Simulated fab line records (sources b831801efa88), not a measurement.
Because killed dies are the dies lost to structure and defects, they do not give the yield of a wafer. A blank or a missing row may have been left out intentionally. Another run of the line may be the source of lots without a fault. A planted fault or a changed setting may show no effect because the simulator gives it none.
fab line records	flow sfqLine
[record] lots = 6	wafers = 18	lastDay = 81
route steps=325 shown INCOMING@1 L0@3 L0V@16 M0@28 M8@325
lots untouched by any fault: they come from a run of this same line in which no faults occurred
startH: hours from the record's first day to the start of the lot's first wafer shown	waitH: hours since the lot's step before	" identical to the entry in the row above	L1.1+2: one row covering several wafers at once	- no value, or no start given	* or withheld: withheld	< > ~ a bound
route shown NAME@n: a module of which the file shows steps, and the number in the route of the first	usual: mean/standard deviation taken from wafers without a fault	same: alike in all rows	chamber/n: place in a boat	sites: each site's reading	_std_site: standard deviation of those values	_edge_site: outer sites' mean less inner sites'	radiusMm: for every site, how far away it sits from the centre of the wafer	mask NAME#n: copy n	behind: the most recent tool/chamber to have shaped the wafer	hold: why the lot was held/for how many hours/how that ended	device: names the non-switching transistor (n, p or np)	end of line: at the end of the route, the tests of the same wafers	a step without rows: its recipe alone	killed: at the first sort, the dies lost to defects and structure; wafer yield is something else	map: the dies of a wafer, with x for killed, . for not killed, _ for no die there
set.NAME: the setting as run; set.NAME@STEP: as run at that earlier step	model.NAME: the simulator's own value behind a step, which no gauge read
lots seen at some steps along the route; tables by step, rows by wafer
services: a tool's chamber out of use, with start hour (startH, from the record's first day; less than 0 if before it), hours out, and reason
[[steps]]
[step SFQ_INCOMING_BOW_MEAS_900]
[recipe] mode = bow
[usual] INCOMING_BOW = 0/5.9
lot.wafer	tool	chamber	startH	waitH	INCOMING_BOW[um]
L879.1	filmMetro-03	-	30.00	-	8
L879.4	"	-	"	"	-2
L879.6	"	-	"	"	-3
L888.2	filmMetro-04	-	75.02	-	-4
L888.5	"	-	"	"	3
L888.6	"	-	"	"	4
L894.1	filmMetro-03	-	105.00	-	-3
L894.4	"	-	"	"	-5
L894.6	"	-	"	"	-7
L895.1	filmMetro-04	-	110.00	-	5
L895.3	"	-	"	"	-3
L895.6	"	-	"	"	7
L897.2	filmMetro-04	-	120.02	-	-5
L897.3	"	-	"	"	6
L897.6	"	-	"	"	4
L898.1	filmMetro-03	-	125.00	-	-6
L898.3	"	-	"	"	3
L898.6	"	-	"	"	1
[step SFQ_TRILAYER_INCOMING_OXIDATION_002]
[recipe] tempC = 1000	ambient = H2O	targetThkA = 5000	pH2oTorr = 720	oxTimeS = 4939
[step SFQ_TRILAYER_L0_DEP_SPUTTER_003]
[recipe] material = MoNx_KI	basePressurePa = 1.33e-06	targetThkNm = 40	powerW = 800	timeS = 100	chamberPressurePa = 0.4
[usual] throttleValvePct = 30.0/1.6
lot.wafer	tool	chamber	startH	waitH	throttleValvePct	model.MoNx_KI_of_TRILAYER_L0_DEP_SPUTTER_003.thkNm
L879.1	pvdSputter-05	-	32.49	0.0	28.8	39.66
L879.4	"	-	"	"	32.8	39.81
L879.6	"	-	"	"	32.4	39.81
L888.2	pvdSputter-03	-	77.49	0.0	27.6	39.9
L888.5	"	-	"	"	32.6	39.63
L888.6	"	-	"	"	28.2	39.83
L894.1	pvdSputter-05	-	107.49	0.0	29.1	65.1
L894.4	"	-	"	"	29.8	65.56
L894.6	"	-	"	"	29.8	65.89
L895.1	pvdSputter-06	-	112.49	0.0	29.0	39.64
L895.3	"	-	"	"	28.9	39.62
L895.6	"	-	"	"	30.8	39.52
L897.2	pvdSputter-03	-	122.49	0.0	30.6	39.9
L897.3	"	-	"	"	27.7	39.99
L897.6	"	-	"	"	27.9	40.03
L898.1	pvdSputter-05	-	127.49	0.0	30.2	65.31
L898.3	"	-	"	"	32.7	65.35
L898.6	"	-	"	"	32.5	65.2
[step SFQ_L0_RS_MEAS_901]
[recipe] thkMeasGauge = four-point-probe	reads = MoNx_KI_of_TRILAYER_L0_DEP_SPUTTER_003
[usual] L0_MONX_KI_RS = 43.4/0.37
lot.wafer	tool	chamber	startH	waitH	L0_MONX_KI_RS[ohm/sq]
L879.1	filmMetro-02	-	32.56	0.0	43.9
L879.4	"	-	"	"	43.6
L879.6	"	-	"	"	43.7
L888.2	filmMetro-04	-	77.58	0.1	43.6
L888.5	"	-	"	"	43.9
L888.6	"	-	"	"	43.7
L894.1	filmMetro-02	-	107.56	0.0	26.7
L894.4	"	-	"	"	26.5
L894.6	"	-	"	"	26.4
L895.1	filmMetro-04	-	112.56	0.0	43.8
L895.3	"	-	"	"	44.0
L895.6	"	-	"	"	44.1
L897.2	filmMetro-04	-	122.58	0.1	43.7
L897.3	"	-	"	"	43.5
L897.6	"	-	"	"	43.4
L898.1	filmMetro-04	-	127.56	0.0	26.7
L898.3	"	-	"	"	26.7
L898.6	"	-	"	"	26.7
[step SFQ_L0_THK_MEAS_902]
[recipe] thkMeasGauge = xrf	reads = MoNx_KI_of_TRILAYER_L0_DEP_SPUTTER_003
[usual] L0_MONX_KI_THK = 40.8/0.39
lot.wafer	tool	chamber	startH	waitH	L0_MONX_KI_THK[nm]
L879.1	filmMetro-02	-	32.68	0.1	40.4
L879.4	"	-	"	"	40.7
L879.6	"	-	"	"	40.5
L888.2	filmMetro-04	-	77.69	0.1	40.5
L888.5	"	-	"	"	40.4
L888.6	"	-	"	"	40.6
L894.1	filmMetro-02	-	107.68	0.1	66.2
L894.4	"	-	"	"	66.8
L894.6	"	-	"	"	67.1
L895.1	filmMetro-04	-	112.68	0.1	40.4
L895.3	"	-	"	"	40.2
L895.6	"	-	"	"	40.0
L897.2	filmMetro-04	-	122.69	0.1	40.7
L897.3	"	-	"	"	40.7
L897.6	"	-	"	"	40.8
L898.1	filmMetro-04	-	127.68	0.1	66.7
L898.3	"	-	"	"	66.8
L898.6	"	-	"	"	66.5
[step SFQ_TRILAYER_L0_LITHO_COAT_010]
[recipe] resist = BARC	spinRpm = 3000	resistThkNm = 62
[step SFQ_TRILAYER_L0_LITHO_COAT_005]
[recipe] resist = KrF	spinRpm = 3000	resistThkNm = 600
[step SFQ_TRILAYER_L0_LITHO_SOFTBAKE_009]
[recipe] tempC = withheld	timeS = withheld	resist = KrF
[step SFQ_TRILAYER_L0_LITHO_EXPOSE_006]
[recipe] maskId = L0	na = 0.6	sourceShape = conventional	sigmaOuter = 0.65	targetCdNm = 2000	doseMj = 14.4
[step SFQ_TRILAYER_L0_LITHO_PEB_008]
[recipe] pebTempC = 115	pebTimeS = 60	resist = KrF
[step SFQ_TRILAYER_L0_LITHO_DEVELOP_007]
[recipe] timeS = 60	resist = KrF
[step SFQ_TRILAYER_L0_BARC_OPEN_METAL_ETCH_010]
[recipe] maskMaterial = PR	chemistry = O2	targetDepthNm = 125	target = BARC	icpW = 600	biasW = 80	pressureMtorr = 10	timeS = 41.7
[usual] drypumpMotorCurrentA = 5.9/0.37	oesProductAu = 0.685/0.0044
lot.wafer	tool	chamber	startH	waitH	drypumpMotorCurrentA	oesProductAu	rfHoursCounterH
L879.1	rieMetal-02	1	101.50	0.1	5.2	0.685	197
L879.4	"	0	"	"	6.5	0.682	-
L879.6	"	1	"	"	5.2	0.689	-
L888.2	rieMetal-01	0	157.88	0.1	5.8	0.679	29
L888.5	"	1	"	"	5.7	0.675	-
L888.6	"	0	"	"	5.8	0.688	-
L894.1	rieMetal-02	0	195.33	0.1	6.5	0.684	154
L894.4	"	1	"	"	5.2	0.684	-
L894.6	"	0	"	"	6.5	0.691	-
L895.1	rieMetal-01	0	200.13	0.1	5.8	0.686	36
L895.3	"	0	"	"	5.8	0.687	-
L895.6	"	0	"	"	5.8	0.672	-
L897.2	rieMetal-01	1	214.53	0.1	5.7	0.689	74
L897.3	"	1	"	"	5.7	0.684	-
L897.6	"	0	"	"	5.8	0.680	-
L898.1	rieMetal-02	0	222.93	0.1	6.5	0.688	158
L898.3	"	0	"	"	6.5	0.681	-
L898.6	"	0	"	"	6.5	0.680	-
[step SFQ_TRILAYER_L0_ETCH_METAL_ETCH_008]
[recipe] target = MoNx_KI	stopOn = SiO2	maskMaterial = PR	chemistry = SF6/O2	targetDepthNm = 50	icpW = 600	biasW = 80	pressureMtorr = 10	timeS = 25
[usual] drypumpMotorCurrentA = 5.9/0.37	oesProductAu = 0.875/0.0059
lot.wafer	tool	chamber	startH	waitH	drypumpMotorCurrentA	oesProductAu	rfHoursCounterH
L879.1	rieMetal-02	1	101.56	0.0	5.2	0.868	197
L879.4	"	0	"	"	6.5	0.873	-
L879.6	"	1	"	"	5.2	0.869	-
L888.2	rieMetal-01	0	157.94	0.0	5.8	0.871	29
L888.5	"	1	"	"	5.7	0.876	-
L888.6	"	0	"	"	5.8	0.879	-
L894.1	rieMetal-02	0	195.39	0.0	6.5	1.008	154
L894.4	"	1	"	"	5.2	1.004	-
L894.6	"	0	"	"	6.5	1.012	-
L895.1	rieMetal-01	0	200.19	0.0	5.8	0.881	36
L895.3	"	0	"	"	5.8	0.864	-
L895.6	"	0	"	"	5.8	0.875	-
L897.2	rieMetal-01	1	214.59	0.0	5.7	0.876	74
L897.3	"	1	"	"	5.7	0.881	-
L897.6	"	0	"	"	5.8	0.875	-
L898.1	rieMetal-02	0	222.99	0.0	6.5	1.005	158
L898.3	"	0	"	"	6.5	1.005	-
L898.6	"	0	"	"	6.5	1.004	-
[step SFQ_TRILAYER_L0_STRIP_STRIP_009]
[recipe] gas = O2	powerW = 200	platenTempC = 40	overashFraction = 0.65	chemistry = O2	pressureMtorr = 50
[usual] drypumpMotorCurrentA = 5.9/0.37	oesProductAu = 0.997/0.0098
lot.wafer	tool	chamber	startH	waitH	drypumpMotorCurrentA	oesProductAu	rfHoursCounterH
L879.1	rieMetal-02	1	101.60	0.0	5.2	0.999	197
L879.4	"	0	"	"	6.5	0.999	-
L879.6	"	1	"	"	5.2	1.005	-
L888.2	rieMetal-01	0	157.98	0.0	5.8	0.990	29
L888.5	"	1	"	"	5.7	0.998	-
L888.6	"	0	"	"	5.8	0.997	-
L894.1	rieMetal-02	0	195.43	0.0	6.5	1.004	154
L894.4	"	1	"	"	5.2	1.006	-
L894.6	"	0	"	"	6.5	1.004	-
L895.1	rieMetal-01	0	200.23	0.0	5.8	0.989	37
L895.3	"	0	"	"	5.8	0.986	-
L895.6	"	0	"	"	5.8	0.988	-
L897.2	rieMetal-01	1	214.63	0.0	5.7	0.996	74
L897.3	"	1	"	"	5.7	0.994	-
L897.6	"	0	"	"	5.8	0.986	-
L898.1	rieMetal-02	0	223.03	0.0	6.5	1.001	159
L898.3	"	0	"	"	6.5	1.009	-
L898.6	"	0	"	"	6.5	0.995	-
[step SFQ_TRILAYER_L0_STRIP_SOLV_CLEAN_010]
[recipe] chemistry = NMP	tempC = 70	timeS = 600
[step SFQ_TRILAYER_L0_CAP_PECVD_011]
[recipe] material = SiO2	tempC = 150	timeS = 13.333	pressureTorr = 2.4	rfW = 183.3	precursor = SiH4/N2O	targetThkNm = 60
[step SFQ_TRILAYER_L0_VIA_LITHO_COAT_018]
[recipe] resist = BARC	spinRpm = 3000	resistThkNm = 62
[step SFQ_TRILAYER_L0_VIA_LITHO_COAT_013]
[recipe] resist = KrF	spinRpm = 3000	resistThkNm = 650
[step SFQ_TRILAYER_L0_VIA_LITHO_SOFTBAKE_017]
[recipe] tempC = withheld	timeS = withheld	resist = KrF
[step SFQ_TRILAYER_L0_VIA_LITHO_EXPOSE_014]
[recipe] maskId = L0V	na = 0.6	sourceShape = conventional	sigmaOuter = 0.65	targetCdNm = 700	doseMj = 21.3
[step SFQ_TRILAYER_L0_VIA_LITHO_PEB_016]
[recipe] pebTempC = 115	pebTimeS = 60	resist = KrF
[step SFQ_TRILAYER_L0_VIA_LITHO_DEVELOP_015]
[recipe] timeS = 60	resist = KrF
[step SFQ_L0V_OVL_MEAS_903]
[usual] L0V_OVL = 3/5.1
lot.wafer	tool	chamber	startH	waitH	L0V_OVL[nm]
L879.1	overlay-01	-	190.53	0.1	10
L879.4	"	-	"	"	4
L879.6	"	-	"	"	11
L888.2	overlay-02	-	257.03	0.1	-1
L888.5	"	-	"	"	-5
L888.6	"	-	"	"	2
L894.1	overlay-02	-	300.14	0.1	5
L894.4	"	-	"	"	11
L894.6	"	-	"	"	2
L895.1	overlay-01	-	307.34	0.1	4
L895.3	"	-	"	"	8
L895.6	"	-	"	"	8
L897.2	overlay-01	-	319.34	0.1	2
L897.3	"	-	"	"	5
L897.6	"	-	"	"	13
L898.1	overlay-02	-	328.94	0.1	-1
L898.3	"	-	"	"	1
L898.6	"	-	"	"	1
[step SFQ_TRILAYER_L0_VIA_BARC_OPEN_VIA_ETCH_021]
[recipe] maskMaterial = PR	chemistry = O2	targetDepthNm = 125	target = BARC	sourceW = 500	biasW = 80	pressureMtorr = 30	timeS = 41.7
[usual] drypumpMotorCurrentA = 5.6/0.59	oesProductAu = 0.686/0.005
lot.wafer	tool	chamber	startH	waitH	drypumpMotorCurrentA	oesProductAu	rfHoursCounterH
L879.1	rieDiel-02	1	190.56	0.0	5.4	0.684	101
L879.4	"	2	"	"	5.4	0.678	103
L879.6	"	3	"	"	6.2	0.694	-
L888.2	rieDiel-01	2	257.06	0.0	5.1	0.687	1
L888.5	"	3	"	"	4.9	0.685	-
L888.6	"	2	"	"	5.1	0.680	-
L894.1	rieDiel-01	1	300.17	0.0	4.8	0.679	100
L894.4	"	2	"	"	5.1	0.686	2
L894.6	"	3	"	"	4.9	0.690	-
L895.1	rieDiel-04	1	307.37	0.0	5.4	0.688	68
L895.3	"	2	"	"	6.1	0.687	68
L895.6	"	0	"	"	6.2	0.687	-
L897.2	rieDiel-04	0	319.37	0.0	6.1	0.679	10
L897.3	"	1	"	"	5.3	0.685	68
L897.6	"	0	"	"	6.1	0.685	-
L898.1	rieDiel-02	1	328.97	0.0	5.4	0.687	103
L898.3	"	3	"	"	6.2	0.683	1
L898.6	"	0	"	"	6.4	0.697	-
[step SFQ_TRILAYER_L0_VIA_ETCH_VIA_ETCH_016]
[recipe] target = SiO2	stopOn = MoNx_KI	maskMaterial = PR	chemistry = CHF3	targetDepthNm = 80	sourceW = 500	biasW = 80	pressureMtorr = 30	timeS = withheld
[usual] drypumpMotorCurrentA = 5.6/0.59	oesProductAu = 0.841/0.0075
lot.wafer	tool	chamber	startH	waitH	drypumpMotorCurrentA	oesProductAu
L879.1	rieDiel-02	1	190.60	0.0	5.4	0.834
L879.4	"	2	"	"	5.4	0.847
L879.6	"	3	"	"	6.3	0.848
L888.2	rieDiel-01	2	257.10	0.0	5.1	0.836
L888.5	"	3	"	"	4.8	0.857
L888.6	"	2	"	"	5.1	0.848
L894.1	rieDiel-01	1	300.21	0.0	4.8	0.837
L894.4	"	2	"	"	5.2	0.849
L894.6	"	3	"	"	4.9	0.847
L895.1	rieDiel-04	1	307.41	0.0	5.4	0.837
L895.3	"	2	"	"	6.1	0.830
L895.6	"	0	"	"	6.1	0.852
L897.2	rieDiel-04	0	319.41	0.0	6.1	0.841
L897.3	"	1	"	"	5.3	0.837
L897.6	"	0	"	"	6.1	0.856
L898.1	rieDiel-02	1	329.01	0.0	5.4	0.834
L898.3	"	3	"	"	6.2	0.835
L898.6	"	0	"	"	6.4	0.854
[step SFQ_TRILAYER_L0_VIA_STRIP_STRIP_017]
[recipe] gas = O2	powerW = 200	platenTempC = 40	overashFraction = 0.65	chemistry = O2	pressureMtorr = 50
[usual] drypumpMotorCurrentA = 5.9/0.41	oesProductAu = 1.003/0.009
lot.wafer	tool	chamber	startH	waitH	drypumpMotorCurrentA	oesProductAu	rfHoursCounterH
L879.1	rieMetal-01	1	190.65	-	5.7	1.003	70
L879.4	"	0	"	"	5.8	0.987	-
L879.6	"	0	"	"	5.8	0.992	-
L888.2	rieMetal-01	0	257.15	-	5.8	0.991	48
L888.5	"	1	"	"	5.7	0.984	-
L888.6	"	0	"	"	5.8	0.997	-
L894.1	rieMetal-01	1	300.26	-	5.7	1.007	90
L894.4	"	0	"	"	5.8	0.996	-
L894.6	"	1	"	"	5.7	1.018	-
L895.1	rieMetal-04	0	307.46	-	6.3	1.007	117
L895.3	"	0	"	"	6.3	1.006	-
L895.6	"	0	"	"	6.3	0.997	-
L897.2	rieMetal-04	1	319.46	-	5.7	1.013	51
L897.3	"	0	"	"	6.3	0.999	-
L897.6	"	0	"	"	6.3	0.992	-
L898.1	rieMetal-02	0	329.06	-	6.5	0.991	174
L898.3	"	1	"	"	5.2	0.986	-
L898.6	"	1	"	"	5.2	0.996	-
[step SFQ_TRILAYER_L0_VIA_STRIP_SOLV_CLEAN_018]
[recipe] chemistry = NMP	tempC = 70	timeS = 600
[step SFQ_TRILAYER_M0_DEP_PRE_CLEAN_020]
[recipe] gas = Ar	timeS = 15	biasV = 250
[step SFQ_TRILAYER_M0_DEP_SPUTTER_019]
[recipe] material = Nb	basePressurePa = 1.33e-06	chamberPressurePa = 0.1333	substrateTempC = 20	resputterCathodeVoltageV = 400	targetThkNm = 200	powerW = 2000	timeS = 133.3
[step SFQ_M0_RS_MEAS_904]
[recipe] thkMeasGauge = four-point-probe	reads = Nb_of_TRILAYER_M0_DEP_SPUTTER_019
[usual] M0_NB_RS = 0.884/0.011
lot.wafer	tool	chamber	startH	waitH	M0_NB_RS[ohm/sq]
L879.1	filmMetro-04	-	191.56	0.0	0.892
L879.4	"	-	"	"	0.860
L879.6	"	-	"	"	0.873
L888.2	filmMetro-03	-	258.06	0.1	0.872
L888.5	"	-	"	"	0.888
L888.6	"	-	"	"	0.879
L894.1	filmMetro-04	-	301.15	0.0	0.868
L894.4	"	-	"	"	0.875
L894.6	"	-	"	"	0.875
L895.1	filmMetro-03	-	308.35	0.0	0.874
L895.3	"	-	"	"	0.884
L895.6	"	-	"	"	0.875
L897.2	filmMetro-03	-	320.39	0.1	0.865
L897.3	"	-	"	"	0.874
L897.6	"	-	"	"	0.864
L898.1	filmMetro-04	-	329.95	0.0	0.890
L898.3	"	-	"	"	0.890
L898.6	"	-	"	"	0.891
[step SFQ_TRILAYER_M0_LITHO_COAT_026]
[recipe] resist = BARC	spinRpm = 3000	resistThkNm = 62
[step SFQ_M8_BOW_MEAS_951]
[recipe] mode = bow
[usual] M8_BOW = 7/12
lot.wafer	tool	chamber	startH	waitH	M8_BOW[um]	model.etest.l0.ohmSq	model.etest.l0.combLog10Ohm
L879.1	filmMetro-03	-	1669.54	0.0	10	43.85	12
L879.4	"	-	"	"	-1	43.69	12
L879.6	"	-	"	"	-1	43.69	12
L888.2	filmMetro-02	-	1795.25	0.0	0	43.58	12
L888.5	"	-	"	"	6	43.89	12
L888.6	"	-	"	"	5	43.66	12
L894.1	filmMetro-03	-	1922.82	0.0	8	26.71	0
L894.4	"	-	"	"	7	26.53	0
L894.6	"	-	"	"	4	26.39	0
L895.1	filmMetro-01	-	1926.42	0.0	21	43.87	12
L895.3	"	-	"	"	11	43.9	12
L895.6	"	-	"	"	22	44.01	12
L897.2	filmMetro-03	-	1934.07	0.0	-9	43.58	12
L897.3	"	-	"	"	3	43.49	12
L897.6	"	-	"	"	0	43.45	12
L898.1	filmMetro-03	-	1935.24	0.0	-11	26.63	0
L898.3	"	-	"	"	-2	26.61	0
L898.6	"	-	"	"	-4	26.67	0
[[services]]
tool	chamber	startH	hours	kind
rieDiel-04	3	14.32	17.8	repair
rieDiel-01	0	25.48	5.4	repair
rieMetal-04	-	50.19	1.2	repair
pvdSputter-03	-	59.07	7.8	repair
rieDiel-04	2	60.46	3.6	repair
pvdSputter-03	-	68.72	4.0	repair
rieDiel-02	2	119.52	3.2	repair
rieDiel-02	3	120.31	27.6	repair
rieDiel-01	2	123.19	7.2	repair
rieDiel-04	3	123.48	5.8	repair
rieDiel-02	1	137.84	7.4	repair
pvdSputter-05	-	173.53	13.9	repair
pvdSputter-05	-	183.10	0.7	repair
pvdSputter-03	-	189.83	4.6	repair
rieDiel-04	0	238.69	5.1	repair
rieDiel-02	1	245.30	5.9	repair
rieMetal-04	1	246.56	21.5	repair
rieDiel-01	0	264.88	2.8	repair
pvdSputter-03	-	287.11	3.2	repair
rieDiel-04	3	293.92	6.5	repair
rieDiel-02	1	296.92	6.5	repair
rieDiel-01	-	298.85	1.2	repair
rieDiel-02	-	308.44	0.2	repair
pvdSputter-05	-	313.95	7.5	repair
[[key]]
[firstSign] step = SFQ_L0_RS_MEAS_901	reading = L0_MONX_KI_RS	direction = down	sigmas = 45	usual = 43.4	struck = 26.6
[effect] step = SFQ_L0_THK_MEAS_902	reading = L0_MONX_KI_THK	direction = up	sigmas = 66	usual = 40.8	struck = 66.7
[effect] step = SFQ_TRILAYER_L0_ETCH_METAL_ETCH_008	reading = oesProductAu	direction = up	sigmas = 22	usual = 0.875	struck = 1.006
[modelEffect] step = SFQ_TRILAYER_L0_DEP_SPUTTER_003	value = MoNx_KI_of_TRILAYER_L0_DEP_SPUTTER_003.thkNm	without = 40.29	struck = 65.4
[modelEffect] step = SFQ_M8_BOW_MEAS_951	value = etest.l0.ohmSq	without = 43.17	struck = 26.59
metAt SFQ_TRILAYER_L0_DEP_SPUTTER_003
struckWafers L894.1,L894.4,L894.6,L898.1,L898.3,L898.6
onsetBetween 32.49 107.49
[fault] kind = processParameterDrift	tool = pvdSputter-05	chamber = -	onsetH = 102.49	steps = SFQ_TRILAYER_L0_DEP_SPUTTER_003	channel = targetThkNm	offset = 25.114	shape = step	endH = 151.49	actsIn = theseRecipesOnly	stated = 40
